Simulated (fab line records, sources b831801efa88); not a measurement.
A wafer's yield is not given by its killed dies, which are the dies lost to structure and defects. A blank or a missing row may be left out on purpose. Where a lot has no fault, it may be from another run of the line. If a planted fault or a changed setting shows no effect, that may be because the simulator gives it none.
fab line records / flow sky130
[record] lots = 5 wafers = 23
route steps=708 shown METAL5@671 PASSIVATION@687 PAD_OPEN@696
startH: start of the lot's first displayed wafer, in hours after the record's first day / waitH: time in hours since the lot's previous step / " unchanged from the row above / L1.1+2: a single row standing in for several wafers / - value missing, or start not given / * or withheld: withheld / < > ~ a bound
route shown NAME@n: a module of which the file shows steps, and the number in the route of the first / usual: the fault-free wafers' mean and standard deviation / same: alike in all rows / chamber/n: place in a boat / sites: per-site readings / _std_site: their standard deviation / _edge_site: mean of outer sites minus mean of inner sites / radiusMm: for every site, how far away it sits from the centre of the wafer / mask NAME#n: copy n / behind: the tool/chamber that last shaped the wafer / hold: cause of the lot's hold/its duration in hours/its outcome / device: the n, p or np transistor that did not switch / end of line: the tests these same wafers got at the end of their route / a step with no rows: only its recipe / killed: count of dies lost to structure and defects at first sort (not the wafer's yield) / map: dies across one wafer; x = killed, . = not, _ = none there
set.NAME: setting as actually run; set.NAME@STEP: the setting as run at that earlier step / model.NAME: the simulator's own value behind a step, which no gauge read
lots whose settings were changed on purpose; a table a step, a row a wafer
[[steps]]
[step SKY_METAL5_SOFTBAKE_10]
[recipe] tempC = 90 timeS = 60 resist = NOVOLAK
lot.wafer=L075.1+6 tool=lithoTrack-04 chamber=0 startH=1048.08 waitH=0.1 set.tempC=90
lot.wafer=L075.2+3+5 tool=lithoTrack-04 chamber=0 startH=1048.08 waitH=0.1 set.tempC=86.49
lot.wafer=L076.2+3+4 tool=lithoTrack-01 chamber=0 startH=1048.11 waitH=0.1 set.tempC=90
lot.wafer=L076.5+6 tool=lithoTrack-01 chamber=0 startH=1048.11 waitH=0.1 set.tempC=86.98
lot.wafer=L079.3+5+6 tool=lithoTrack-03 chamber=0 startH=1049.19 waitH=0.1 set.tempC=90
lot.wafer=L082.1+2+3+4+5 tool=lithoTrack-04 chamber=0 startH=1064.08 waitH=0.1 set.tempC=90
lot.wafer=L084.1+5+6 tool=lithoTrack-01 chamber=0 startH=1070.98 waitH=0.1 set.tempC=90
lot.wafer=L084.2+4 tool=lithoTrack-01 chamber=0 startH=1070.98 waitH=0.1 set.tempC=92.59
[step SKY_METAL5_EXPOSE_11]
[recipe] maskId = MM5 na = 0.6 sourceShape = conventional sigmaOuter = 0.6 polarization = unpolarized targetCdNm = 1600 doseMj = 190
[step SKY_METAL5_PEB_12]
[recipe] tempC = withheld timeS = * resist = NOVOLAK
[step SKY_METAL5_DEVELOP_13]
[recipe] resist = NOVOLAK developer = TMAH developTimeS = 60 devTempC = 23.66
lot.wafer=L075.1 tool=lithoTrack-04 chamber=0 startH=1059.23 waitH=0.1 set.tempC@METAL5_SOFTBAKE_10=90 model.NOVOLAK_of_METAL5_COAT_09.thkNm=1795
lot.wafer=L075.2 tool=lithoTrack-04 chamber=0 startH=1059.23 waitH=0.1 set.tempC@METAL5_SOFTBAKE_10=86.49 model.NOVOLAK_of_METAL5_COAT_09.thkNm=1815
lot.wafer=L075.3 tool=lithoTrack-04 chamber=0 startH=1059.23 waitH=0.1 set.tempC@METAL5_SOFTBAKE_10=86.49 model.NOVOLAK_of_METAL5_COAT_09.thkNm=1813
lot.wafer=L075.5 tool=lithoTrack-04 chamber=0 startH=1059.23 waitH=0.1 set.tempC@METAL5_SOFTBAKE_10=86.49 model.NOVOLAK_of_METAL5_COAT_09.thkNm=1811
lot.wafer=L075.6 tool=lithoTrack-04 chamber=0 startH=1059.23 waitH=0.1 set.tempC@METAL5_SOFTBAKE_10=90 model.NOVOLAK_of_METAL5_COAT_09.thkNm=1791
lot.wafer=L076.2 tool=lithoTrack-01 chamber=0 startH=1059.51 waitH=0.1 set.tempC@METAL5_SOFTBAKE_10=90 model.NOVOLAK_of_METAL5_COAT_09.thkNm=1801
lot.wafer=L076.3 tool=lithoTrack-01 chamber=0 startH=1059.51 waitH=0.1 set.tempC@METAL5_SOFTBAKE_10=90 model.NOVOLAK_of_METAL5_COAT_09.thkNm=1808
lot.wafer=L076.4 tool=lithoTrack-01 chamber=0 startH=1059.51 waitH=0.1 set.tempC@METAL5_SOFTBAKE_10=90 model.NOVOLAK_of_METAL5_COAT_09.thkNm=1802
lot.wafer=L076.5 tool=lithoTrack-01 chamber=0 startH=1059.51 waitH=0.1 set.tempC@METAL5_SOFTBAKE_10=86.98 model.NOVOLAK_of_METAL5_COAT_09.thkNm=1817
lot.wafer=L076.6 tool=lithoTrack-01 chamber=0 startH=1059.51 waitH=0.1 set.tempC@METAL5_SOFTBAKE_10=86.98 model.NOVOLAK_of_METAL5_COAT_09.thkNm=1815
lot.wafer=L079.3+5 tool=lithoTrack-03 chamber=0 startH=1059.94 waitH=0.1 set.tempC@METAL5_SOFTBAKE_10=90 model.NOVOLAK_of_METAL5_COAT_09.thkNm=1808
lot.wafer=L079.6 tool=lithoTrack-03 chamber=0 startH=1059.94 waitH=0.1 set.tempC@METAL5_SOFTBAKE_10=90 model.NOVOLAK_of_METAL5_COAT_09.thkNm=1806
lot.wafer=L082.1+4+5 tool=lithoTrack-01 chamber=0 startH=1074.28 waitH=0.1 set.tempC@METAL5_SOFTBAKE_10=90 model.NOVOLAK_of_METAL5_COAT_09.thkNm=-
lot.wafer=L082.2 tool=lithoTrack-01 chamber=0 startH=1074.28 waitH=0.1 set.tempC@METAL5_SOFTBAKE_10=90 model.NOVOLAK_of_METAL5_COAT_09.thkNm=1792
lot.wafer=L082.3 tool=lithoTrack-01 chamber=0 startH=1074.28 waitH=0.1 set.tempC@METAL5_SOFTBAKE_10=90 model.NOVOLAK_of_METAL5_COAT_09.thkNm=1799
lot.wafer=L084.1 tool=lithoTrack-01 chamber=0 startH=1081.73 waitH=0.1 set.tempC@METAL5_SOFTBAKE_10=90 model.NOVOLAK_of_METAL5_COAT_09.thkNm=1809
lot.wafer=L084.2+4 tool=lithoTrack-01 chamber=0 startH=1081.73 waitH=0.1 set.tempC@METAL5_SOFTBAKE_10=92.59 model.NOVOLAK_of_METAL5_COAT_09.thkNm=1793
lot.wafer=L084.5 tool=lithoTrack-01 chamber=0 startH=1081.73 waitH=0.1 set.tempC@METAL5_SOFTBAKE_10=90 model.NOVOLAK_of_METAL5_COAT_09.thkNm=1802
lot.wafer=L084.6 tool=lithoTrack-01 chamber=0 startH=1081.73 waitH=0.1 set.tempC@METAL5_SOFTBAKE_10=90 model.NOVOLAK_of_METAL5_COAT_09.thkNm=1800
[step SKY_PASSIVATION_COAT_06]
[recipe] spinRpm = 2000 resistThkNm = 3000
lot.wafer=L075.1 tool=lithoTrack-01 chamber=0 startH=1069.83 waitH=0.1 set.resistThkNm=3000 model.coat_of_PASSIVATION_COAT_06.thkNm=3000
lot.wafer=L075.2 tool=lithoTrack-01 chamber=0 startH=1069.83 waitH=0.1 set.resistThkNm=3097 model.coat_of_PASSIVATION_COAT_06.thkNm=3092
lot.wafer=L075.3 tool=lithoTrack-01 chamber=0 startH=1069.83 waitH=0.1 set.resistThkNm=3000 model.coat_of_PASSIVATION_COAT_06.thkNm=2996
lot.wafer=L075.5 tool=lithoTrack-01 chamber=0 startH=1069.83 waitH=0.1 set.resistThkNm=3097 model.coat_of_PASSIVATION_COAT_06.thkNm=3096
lot.wafer=L075.6 tool=lithoTrack-01 chamber=0 startH=1069.83 waitH=0.1 set.resistThkNm=3097 model.coat_of_PASSIVATION_COAT_06.thkNm=3090
lot.wafer=L076.2 tool=lithoTrack-03 chamber=0 startH=1071.11 waitH=0.1 set.resistThkNm=3000 model.coat_of_PASSIVATION_COAT_06.thkNm=3014
lot.wafer=L076.3 tool=lithoTrack-03 chamber=0 startH=1071.11 waitH=0.1 set.resistThkNm=3079 model.coat_of_PASSIVATION_COAT_06.thkNm=3080
lot.wafer=L076.4 tool=lithoTrack-03 chamber=0 startH=1071.11 waitH=0.1 set.resistThkNm=3000 model.coat_of_PASSIVATION_COAT_06.thkNm=3010
lot.wafer=L076.5 tool=lithoTrack-03 chamber=0 startH=1071.11 waitH=0.1 set.resistThkNm=3000 model.coat_of_PASSIVATION_COAT_06.thkNm=3008
lot.wafer=L076.6 tool=lithoTrack-03 chamber=0 startH=1071.11 waitH=0.1 set.resistThkNm=3079 model.coat_of_PASSIVATION_COAT_06.thkNm=3077
lot.wafer=L079.3 tool=lithoTrack-02 chamber=0 startH=1071.61 waitH=0.1 set.resistThkNm=3000 model.coat_of_PASSIVATION_COAT_06.thkNm=3001
lot.wafer=L079.5 tool=lithoTrack-02 chamber=0 startH=1071.61 waitH=0.1 set.resistThkNm=3000 model.coat_of_PASSIVATION_COAT_06.thkNm=3005
lot.wafer=L079.6 tool=lithoTrack-02 chamber=0 startH=1071.61 waitH=0.1 set.resistThkNm=3000 model.coat_of_PASSIVATION_COAT_06.thkNm=3014
lot.wafer=L082.1 tool=lithoTrack-03 chamber=0 startH=1086.19 waitH=0.1 set.resistThkNm=3000 model.coat_of_PASSIVATION_COAT_06.thkNm=3006
lot.wafer=L082.2 tool=lithoTrack-03 chamber=0 startH=1086.19 waitH=0.1 set.resistThkNm=2843 model.coat_of_PASSIVATION_COAT_06.thkNm=2847
lot.wafer=L082.3 tool=lithoTrack-03 chamber=0 startH=1086.19 waitH=0.1 set.resistThkNm=2843 model.coat_of_PASSIVATION_COAT_06.thkNm=2844
lot.wafer=L082.4 tool=lithoTrack-03 chamber=0 startH=1086.19 waitH=0.1 set.resistThkNm=2843 model.coat_of_PASSIVATION_COAT_06.thkNm=2846
lot.wafer=L082.5 tool=lithoTrack-03 chamber=0 startH=1086.19 waitH=0.1 set.resistThkNm=3000 model.coat_of_PASSIVATION_COAT_06.thkNm=2999
lot.wafer=L084.1 tool=lithoTrack-01 chamber=0 startH=1093.28 waitH=0.1 set.resistThkNm=3000 model.coat_of_PASSIVATION_COAT_06.thkNm=2989
lot.wafer=L084.2 tool=lithoTrack-01 chamber=0 startH=1093.28 waitH=0.1 set.resistThkNm=3000 model.coat_of_PASSIVATION_COAT_06.thkNm=2994
lot.wafer=L084.4 tool=lithoTrack-01 chamber=0 startH=1093.28 waitH=0.1 set.resistThkNm=3000 model.coat_of_PASSIVATION_COAT_06.thkNm=2990
lot.wafer=L084.5 tool=lithoTrack-01 chamber=0 startH=1093.28 waitH=0.1 set.resistThkNm=2904 model.coat_of_PASSIVATION_COAT_06.thkNm=2902
lot.wafer=L084.6 tool=lithoTrack-01 chamber=0 startH=1093.28 waitH=0.1 set.resistThkNm=2904 model.coat_of_PASSIVATION_COAT_06.thkNm=2900
[step SKY_PASSIVATION_SOFTBAKE_07]
[recipe] tempC = 110 timeS = withheld
[step SKY_PASSIVATION_EXPOSE_08]
[recipe] maskId = NSM targetCdNm = 3000 na = 0.57 doseMj = 260
[step SKY_PASSIVATION_PEB_09]
[recipe] tempC = 115 timeS = withheld
[step SKY_PASSIVATION_DEVELOP_10]
[recipe] developTimeS = 61.78 devTempC = 23
lot.wafer=L075.1 tool=lithoTrack-01 chamber=0 startH=- waitH=- set.resistThkNm@PASSIVATION_COAT_06=3000 model.PASSIVATION.cdNm=3005
lot.wafer=L075.2+5+6 tool=lithoTrack-01 chamber=0 startH=- waitH=- set.resistThkNm@PASSIVATION_COAT_06=3097 model.PASSIVATION.cdNm=3002
lot.wafer=L075.3 tool=lithoTrack-01 chamber=0 startH=- waitH=- set.resistThkNm@PASSIVATION_COAT_06=3000 model.PASSIVATION.cdNm=3006
lot.wafer=L076.2+5 tool=lithoTrack-01 chamber=0 startH=- waitH=- set.resistThkNm@PASSIVATION_COAT_06=3000 model.PASSIVATION.cdNm=2990
lot.wafer=L076.3 tool=lithoTrack-01 chamber=0 startH=- waitH=- set.resistThkNm@PASSIVATION_COAT_06=3079 model.PASSIVATION.cdNm=2987
lot.wafer=L076.4 tool=lithoTrack-01 chamber=0 startH=- waitH=- set.resistThkNm@PASSIVATION_COAT_06=3000 model.PASSIVATION.cdNm=2991
lot.wafer=L076.6 tool=lithoTrack-01 chamber=0 startH=- waitH=- set.resistThkNm@PASSIVATION_COAT_06=3079 model.PASSIVATION.cdNm=2988
lot.wafer=L079.3 tool=lithoTrack-02 chamber=0 startH=- waitH=- set.resistThkNm@PASSIVATION_COAT_06=3000 model.PASSIVATION.cdNm=2993
lot.wafer=L079.5 tool=lithoTrack-02 chamber=0 startH=- waitH=- set.resistThkNm@PASSIVATION_COAT_06=3000 model.PASSIVATION.cdNm=2992
lot.wafer=L079.6 tool=lithoTrack-02 chamber=0 startH=- waitH=- set.resistThkNm@PASSIVATION_COAT_06=3000 model.PASSIVATION.cdNm=2990
lot.wafer=L082.1 tool=lithoTrack-03 chamber=0 startH=- waitH=- set.resistThkNm@PASSIVATION_COAT_06=3000 model.PASSIVATION.cdNm=2998
lot.wafer=L082.2+3 tool=lithoTrack-03 chamber=0 startH=- waitH=- set.resistThkNm@PASSIVATION_COAT_06=2843 model.PASSIVATION.cdNm=3009
lot.wafer=L082.4 tool=lithoTrack-03 chamber=0 startH=- waitH=- set.resistThkNm@PASSIVATION_COAT_06=2843 model.PASSIVATION.cdNm=3011
lot.wafer=L082.5 tool=lithoTrack-03 chamber=0 startH=- waitH=- set.resistThkNm@PASSIVATION_COAT_06=3000 model.PASSIVATION.cdNm=3000
lot.wafer=L084.1 tool=lithoTrack-03 chamber=0 startH=- waitH=- set.resistThkNm@PASSIVATION_COAT_06=3000 model.PASSIVATION.cdNm=3003
lot.wafer=L084.2 tool=lithoTrack-03 chamber=0 startH=- waitH=- set.resistThkNm@PASSIVATION_COAT_06=3000 model.PASSIVATION.cdNm=3006
lot.wafer=L084.4 tool=lithoTrack-03 chamber=0 startH=- waitH=- set.resistThkNm@PASSIVATION_COAT_06=3000 model.PASSIVATION.cdNm=3005
lot.wafer=L084.5 tool=lithoTrack-03 chamber=0 startH=- waitH=- set.resistThkNm@PASSIVATION_COAT_06=2904 model.PASSIVATION.cdNm=3009
lot.wafer=L084.6 tool=lithoTrack-03 chamber=0 startH=- waitH=- set.resistThkNm@PASSIVATION_COAT_06=2904 model.PASSIVATION.cdNm=3010
[step SKY_PASSIVATION_ETCH_11]
[recipe] chemistry = CF4/O2 targetDepthNm = 725 stopOn = AlCu sourceW = 800 biasW = 150 pressureMtorr = 150 cf4FlowSccm = 80 O2_flow_sccm = 10 timeS = 161.1
lot.wafer=L075.1 tool=rieDiel-04 chamber=2 startH=1081.58 waitH=- set.resistThkNm@PASSIVATION_COAT_06=3000 model.coat_of_PASSIVATION_COAT_06.thkNm=2498
lot.wafer=L075.2 tool=rieDiel-04 chamber=1 startH=1081.58 waitH=- set.resistThkNm@PASSIVATION_COAT_06=3097 model.coat_of_PASSIVATION_COAT_06.thkNm=2624
lot.wafer=L075.3 tool=rieDiel-04 chamber=0 startH=1081.58 waitH=- set.resistThkNm@PASSIVATION_COAT_06=3000 model.coat_of_PASSIVATION_COAT_06.thkNm=2503
lot.wafer=L075.5 tool=rieDiel-04 chamber=3 startH=1081.58 waitH=- set.resistThkNm@PASSIVATION_COAT_06=3097 model.coat_of_PASSIVATION_COAT_06.thkNm=2621
lot.wafer=L075.6 tool=rieDiel-04 chamber=2 startH=1081.58 waitH=- set.resistThkNm@PASSIVATION_COAT_06=3097 model.coat_of_PASSIVATION_COAT_06.thkNm=2585
lot.wafer=L076.2 tool=rieDiel-03 chamber=0 startH=1082.58 waitH=- set.resistThkNm@PASSIVATION_COAT_06=3000 model.coat_of_PASSIVATION_COAT_06.thkNm=2548
lot.wafer=L076.3 tool=rieDiel-03 chamber=3 startH=1082.58 waitH=- set.resistThkNm@PASSIVATION_COAT_06=3079 model.coat_of_PASSIVATION_COAT_06.thkNm=2599
lot.wafer=L076.4 tool=rieDiel-03 chamber=2 startH=1082.58 waitH=- set.resistThkNm@PASSIVATION_COAT_06=3000 model.coat_of_PASSIVATION_COAT_06.thkNm=2515
lot.wafer=L076.5 tool=rieDiel-03 chamber=3 startH=1082.58 waitH=- set.resistThkNm@PASSIVATION_COAT_06=3000 model.coat_of_PASSIVATION_COAT_06.thkNm=2523
lot.wafer=L076.6 tool=rieDiel-03 chamber=2 startH=1082.58 waitH=- set.resistThkNm@PASSIVATION_COAT_06=3079 model.coat_of_PASSIVATION_COAT_06.thkNm=2580
lot.wafer=L079.3 tool=rieDiel-01 chamber=0 startH=1082.76 waitH=- set.resistThkNm@PASSIVATION_COAT_06=3000 model.coat_of_PASSIVATION_COAT_06.thkNm=2516
lot.wafer=L079.5 tool=rieDiel-01 chamber=3 startH=1082.76 waitH=- set.resistThkNm@PASSIVATION_COAT_06=3000 model.coat_of_PASSIVATION_COAT_06.thkNm=2509
lot.wafer=L079.6 tool=rieDiel-01 chamber=0 startH=1082.76 waitH=- set.resistThkNm@PASSIVATION_COAT_06=3000 model.coat_of_PASSIVATION_COAT_06.thkNm=2533
lot.wafer=L082.1 tool=rieDiel-03 chamber=3 startH=1096.74 waitH=- set.resistThkNm@PASSIVATION_COAT_06=3000 model.coat_of_PASSIVATION_COAT_06.thkNm=2529
lot.wafer=L082.2 tool=rieDiel-03 chamber=0 startH=1096.74 waitH=- set.resistThkNm@PASSIVATION_COAT_06=2843 model.coat_of_PASSIVATION_COAT_06.thkNm=2385
lot.wafer=L082.3 tool=rieDiel-03 chamber=2 startH=1096.74 waitH=- set.resistThkNm@PASSIVATION_COAT_06=2843 model.coat_of_PASSIVATION_COAT_06.thkNm=2347
lot.wafer=L082.4 tool=rieDiel-03 chamber=1 startH=1096.74 waitH=- set.resistThkNm@PASSIVATION_COAT_06=2843 model.coat_of_PASSIVATION_COAT_06.thkNm=2357
lot.wafer=L082.5 tool=rieDiel-03 chamber=0 startH=1096.74 waitH=- set.resistThkNm@PASSIVATION_COAT_06=3000 model.coat_of_PASSIVATION_COAT_06.thkNm=2531
lot.wafer=L084.1 tool=rieDiel-01 chamber=0 startH=1105.09 waitH=- set.resistThkNm@PASSIVATION_COAT_06=3000 model.coat_of_PASSIVATION_COAT_06.thkNm=2505
lot.wafer=L084.2 tool=rieDiel-01 chamber=2 startH=1105.09 waitH=- set.resistThkNm@PASSIVATION_COAT_06=3000 model.coat_of_PASSIVATION_COAT_06.thkNm=2518
lot.wafer=L084.4 tool=rieDiel-01 chamber=1 startH=1105.09 waitH=- set.resistThkNm@PASSIVATION_COAT_06=3000 model.coat_of_PASSIVATION_COAT_06.thkNm=2513
lot.wafer=L084.5 tool=rieDiel-01 chamber=0 startH=1105.09 waitH=- set.resistThkNm@PASSIVATION_COAT_06=2904 model.coat_of_PASSIVATION_COAT_06.thkNm=2419
lot.wafer=L084.6 tool=rieDiel-01 chamber=1 startH=1105.09 waitH=- set.resistThkNm@PASSIVATION_COAT_06=2904 model.coat_of_PASSIVATION_COAT_06.thkNm=2422
[step SKY_PASSIVATION_STRIP_12]
[recipe] chemistry = O2/N2 powerW = 1400 pressureMtorr = 1500 platenTempC = withheld overashFraction = 0.7 o2FlowSccm = 3000 n2FlowSccm = 300
[usual] stripTimeToEndpointS = 31.52/0.18
lot.wafer=L075.1 tool=plasmaAsher-01 chamber=0 startH=1081.69 waitH=0.1 set.resistThkNm@PASSIVATION_COAT_06=3000 stripTimeToEndpointS=31.29
lot.wafer=L075.2 tool=plasmaAsher-01 chamber=1 startH=1081.69 waitH=0.1 set.resistThkNm@PASSIVATION_COAT_06=3097 stripTimeToEndpointS=32.76
lot.wafer=L075.3 tool=plasmaAsher-01 chamber=1 startH=1081.69 waitH=0.1 set.resistThkNm@PASSIVATION_COAT_06=3000 stripTimeToEndpointS=31.34
lot.wafer=L075.5 tool=plasmaAsher-01 chamber=1 startH=1081.69 waitH=0.1 set.resistThkNm@PASSIVATION_COAT_06=3097 stripTimeToEndpointS=32.72
lot.wafer=L075.6 tool=plasmaAsher-01 chamber=0 startH=1081.69 waitH=0.1 set.resistThkNm@PASSIVATION_COAT_06=3097 stripTimeToEndpointS=32.30
lot.wafer=L076.2 tool=plasmaAsher-03 chamber=0 startH=1082.69 waitH=0.1 set.resistThkNm@PASSIVATION_COAT_06=3000 stripTimeToEndpointS=31.90
lot.wafer=L076.3 tool=plasmaAsher-03 chamber=0 startH=1082.69 waitH=0.1 set.resistThkNm@PASSIVATION_COAT_06=3079 stripTimeToEndpointS=32.47
lot.wafer=L076.4 tool=plasmaAsher-03 chamber=1 startH=1082.69 waitH=0.1 set.resistThkNm@PASSIVATION_COAT_06=3000 stripTimeToEndpointS=31.50
lot.wafer=L076.5 tool=plasmaAsher-03 chamber=0 startH=1082.69 waitH=0.1 set.resistThkNm@PASSIVATION_COAT_06=3000 stripTimeToEndpointS=31.61
lot.wafer=L076.6 tool=plasmaAsher-03 chamber=1 startH=1082.69 waitH=0.1 set.resistThkNm@PASSIVATION_COAT_06=3079 stripTimeToEndpointS=32.24
lot.wafer=L079.3 tool=plasmaAsher-04 chamber=1 startH=1082.90 waitH=0.1 set.resistThkNm@PASSIVATION_COAT_06=3000 stripTimeToEndpointS=31.52
lot.wafer=L079.5 tool=plasmaAsher-04 chamber=1 startH=1082.90 waitH=0.1 set.resistThkNm@PASSIVATION_COAT_06=3000 stripTimeToEndpointS=31.43
lot.wafer=L079.6 tool=plasmaAsher-04 chamber=0 startH=1082.90 waitH=0.1 set.resistThkNm@PASSIVATION_COAT_06=3000 stripTimeToEndpointS=31.74
lot.wafer=L082.1 tool=plasmaAsher-03 chamber=1 startH=1096.84 waitH=0.1 set.resistThkNm@PASSIVATION_COAT_06=3000 stripTimeToEndpointS=31.69
lot.wafer=L082.2 tool=plasmaAsher-03 chamber=0 startH=1096.84 waitH=0.1 set.resistThkNm@PASSIVATION_COAT_06=2843 stripTimeToEndpointS=29.99
lot.wafer=L082.3 tool=plasmaAsher-03 chamber=0 startH=1096.84 waitH=0.1 set.resistThkNm@PASSIVATION_COAT_06=2843 stripTimeToEndpointS=29.56
lot.wafer=L082.4 tool=plasmaAsher-03 chamber=1 startH=1096.84 waitH=0.1 set.resistThkNm@PASSIVATION_COAT_06=2843 stripTimeToEndpointS=29.65
lot.wafer=L082.5 tool=plasmaAsher-03 chamber=1 startH=1096.84 waitH=0.1 set.resistThkNm@PASSIVATION_COAT_06=3000 stripTimeToEndpointS=31.69
lot.wafer=L084.1 tool=plasmaAsher-04 chamber=1 startH=1105.19 waitH=0.1 set.resistThkNm@PASSIVATION_COAT_06=3000 stripTimeToEndpointS=31.38
lot.wafer=L084.2 tool=plasmaAsher-04 chamber=0 startH=1105.19 waitH=0.1 set.resistThkNm@PASSIVATION_COAT_06=3000 stripTimeToEndpointS=31.53
lot.wafer=L084.4 tool=plasmaAsher-04 chamber=1 startH=1105.19 waitH=0.1 set.resistThkNm@PASSIVATION_COAT_06=3000 stripTimeToEndpointS=31.49
lot.wafer=L084.5 tool=plasmaAsher-04 chamber=0 startH=1105.19 waitH=0.1 set.resistThkNm@PASSIVATION_COAT_06=2904 stripTimeToEndpointS=30.40
lot.wafer=L084.6 tool=plasmaAsher-04 chamber=1 startH=1105.19 waitH=0.1 set.resistThkNm@PASSIVATION_COAT_06=2904 stripTimeToEndpointS=30.43
[step SKY_PAD_OPEN_COAT_02]
[recipe] spinRpm = 2000 resistThkNm = 3000
lot.wafer=L075.1 tool=lithoTrack-02 chamber=0 startH=1090.76 waitH=0.1 set.resistThkNm=3000 model.coat_of_PAD_OPEN_COAT_02.thkNm=2992
lot.wafer=L075.2 tool=lithoTrack-02 chamber=0 startH=1090.76 waitH=0.1 set.resistThkNm=3155 model.coat_of_PAD_OPEN_COAT_02.thkNm=3150
lot.wafer=L075.3 tool=lithoTrack-02 chamber=0 startH=1090.76 waitH=0.1 set.resistThkNm=3155 model.coat_of_PAD_OPEN_COAT_02.thkNm=3148
lot.wafer=L075.5 tool=lithoTrack-02 chamber=0 startH=1090.76 waitH=0.1 set.resistThkNm=3000 model.coat_of_PAD_OPEN_COAT_02.thkNm=2995
lot.wafer=L075.6 tool=lithoTrack-02 chamber=0 startH=1090.76 waitH=0.1 set.resistThkNm=3000 model.coat_of_PAD_OPEN_COAT_02.thkNm=2987
lot.wafer=L076.2 tool=lithoTrack-04 chamber=0 startH=1092.45 waitH=0.1 set.resistThkNm=3000 model.coat_of_PAD_OPEN_COAT_02.thkNm=2995
lot.wafer=L076.3 tool=lithoTrack-04 chamber=0 startH=1092.45 waitH=0.1 set.resistThkNm=3000 model.coat_of_PAD_OPEN_COAT_02.thkNm=2996
lot.wafer=L076.4 tool=lithoTrack-04 chamber=0 startH=1092.45 waitH=0.1 set.resistThkNm=3156 model.coat_of_PAD_OPEN_COAT_02.thkNm=3155
lot.wafer=L076.5 tool=lithoTrack-04 chamber=0 startH=1092.45 waitH=0.1 set.resistThkNm=3156 model.coat_of_PAD_OPEN_COAT_02.thkNm=3151
lot.wafer=L076.6 tool=lithoTrack-04 chamber=0 startH=1092.45 waitH=0.1 set.resistThkNm=3156 model.coat_of_PAD_OPEN_COAT_02.thkNm=3157
lot.wafer=L079.3 tool=lithoTrack-02 chamber=0 startH=1093.41 waitH=0.1 set.resistThkNm=3000 model.coat_of_PAD_OPEN_COAT_02.thkNm=2992
lot.wafer=L079.5 tool=lithoTrack-02 chamber=0 startH=1093.41 waitH=0.1 set.resistThkNm=3000 model.coat_of_PAD_OPEN_COAT_02.thkNm=2996
lot.wafer=L079.6 tool=lithoTrack-02 chamber=0 startH=1093.41 waitH=0.1 set.resistThkNm=3000 model.coat_of_PAD_OPEN_COAT_02.thkNm=2984
lot.wafer=L082.1 tool=lithoTrack-03 chamber=0 startH=1107.44 waitH=0.1 set.resistThkNm=3000 model.coat_of_PAD_OPEN_COAT_02.thkNm=3002
lot.wafer=L082.2 tool=lithoTrack-03 chamber=0 startH=1107.44 waitH=0.1 set.resistThkNm=3000 model.coat_of_PAD_OPEN_COAT_02.thkNm=3011
lot.wafer=L082.3 tool=lithoTrack-03 chamber=0 startH=1107.44 waitH=0.1 set.resistThkNm=3000 model.coat_of_PAD_OPEN_COAT_02.thkNm=3009
lot.wafer=L082.4 tool=lithoTrack-03 chamber=0 startH=1107.44 waitH=0.1 set.resistThkNm=2866 model.coat_of_PAD_OPEN_COAT_02.thkNm=2873
lot.wafer=L082.5 tool=lithoTrack-03 chamber=0 startH=1107.44 waitH=0.1 set.resistThkNm=2866 model.coat_of_PAD_OPEN_COAT_02.thkNm=2875
lot.wafer=L084.1 tool=lithoTrack-03 chamber=0 startH=1114.19 waitH=0.1 set.resistThkNm=3000 model.coat_of_PAD_OPEN_COAT_02.thkNm=2999
lot.wafer=L084.2 tool=lithoTrack-03 chamber=0 startH=1114.19 waitH=0.1 set.resistThkNm=2887 model.coat_of_PAD_OPEN_COAT_02.thkNm=2896
lot.wafer=L084.4 tool=lithoTrack-03 chamber=0 startH=1114.19 waitH=0.1 set.resistThkNm=2887 model.coat_of_PAD_OPEN_COAT_02.thkNm=2890
lot.wafer=L084.5 tool=lithoTrack-03 chamber=0 startH=1114.19 waitH=0.1 set.resistThkNm=2887 model.coat_of_PAD_OPEN_COAT_02.thkNm=2901
lot.wafer=L084.6 tool=lithoTrack-03 chamber=0 startH=1114.19 waitH=0.1 set.resistThkNm=3000 model.coat_of_PAD_OPEN_COAT_02.thkNm=3008
[[key]]
[split] step = SKY_METAL5_SOFTBAKE_10 setting = tempC stated = 90 by = wafer
[response] step = SKY_METAL5_DEVELOP_13 reading = model.NOVOLAK_of_METAL5_COAT_09.thkNm change = -4.31 per = 1% r = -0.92
[split] step = SKY_PASSIVATION_COAT_06 setting = resistThkNm stated = 3000 by = wafer
[response] step = SKY_PASSIVATION_COAT_06 reading = model.coat_of_PASSIVATION_COAT_06.thkNm change = +29 per = 1% r = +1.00
[response] step = SKY_PASSIVATION_DEVELOP_10 reading = model.PASSIVATION.cdNm change = -1.63 per = 1% r = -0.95
[response] step = SKY_PASSIVATION_ETCH_11 reading = model.coat_of_PASSIVATION_COAT_06.thkNm change = +30.6 per = 1% r = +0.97
[response] step = SKY_PASSIVATION_STRIP_12 reading = stripTimeToEndpointS change = * per = 1% r = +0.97
[split] step = SKY_PAD_OPEN_COAT_02 setting = resistThkNm stated = 3000 by = wafer
[response] step = SKY_PAD_OPEN_COAT_02 reading = model.coat_of_PAD_OPEN_COAT_02.thkNm change = +30 per = 1% r = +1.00
